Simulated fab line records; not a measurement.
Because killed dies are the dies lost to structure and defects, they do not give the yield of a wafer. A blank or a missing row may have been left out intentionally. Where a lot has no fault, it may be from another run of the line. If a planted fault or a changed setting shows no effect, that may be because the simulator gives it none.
Matching of chambers ; flow sfq line ; 4 sister chambers for SFQ_TRILAYER_I0_CMP_CMP_028 on cmp-01
The step polishes SiO2. 8 wafers are shown with their chamber, then 7 later ones without.

== WAFERS PAIRED WITH THEIR CHAMBERS ==
wafer;chamber;motor current A (A);time to endpoint s (s)
L169.1;2;11.2;203
L171.1;1;12.9;211
L172.4;1;12.8;216
L177.1;0;10.4;213
L177.3;3;11.2;210
L177.5;3;11.3;233
L181.3;2;10.9;211
L181.4;0;9.9;221

== WAFERS MISSING THEIR CHAMBER ==
wafer;motor current A (A);time to endpoint s (s)
L181.6;11.0;230
L182.1;11.2;208
L182.3;11.0;212
L182.6;10.9;210
L184.1;11.1;202
L184.2;11.1;213
L184.4;10.4;213

== EACH ONE'S CHAMBER ==
wafer;from the rows above;in truth
L181.6;can't be placed: 3 or 2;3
L182.1;can't be placed: 2 or 3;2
L182.3;can't be placed: 2 or 3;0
L182.6;can't be placed: 2 or 3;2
L184.1;can't be placed: 2 or 3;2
L184.2;can't be placed: 2 or 3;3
L184.4;can't be placed: 0 or 2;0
Correctly placed: 0 of 7. From these rows, 7 cannot be placed; in 6 the true chamber is one of the candidates. Number placed wrongly: 0.
How it was worked out, from the rows above alone: a wafer's distance from a chamber is the root of the sum, over the readings, of the square of ((its reading less the chamber's mean) divided by the reading's scatter). The wafer belongs to the nearest chamber; if the next one is less than 2 further off, it can't be placed. Each chamber's mean is taken over the wafers shown for it. How the scatter is found: for the shown wafers, subtract from each reading the mean of its chamber, square and add these, divide the total by (wafers less chambers), then take the root.
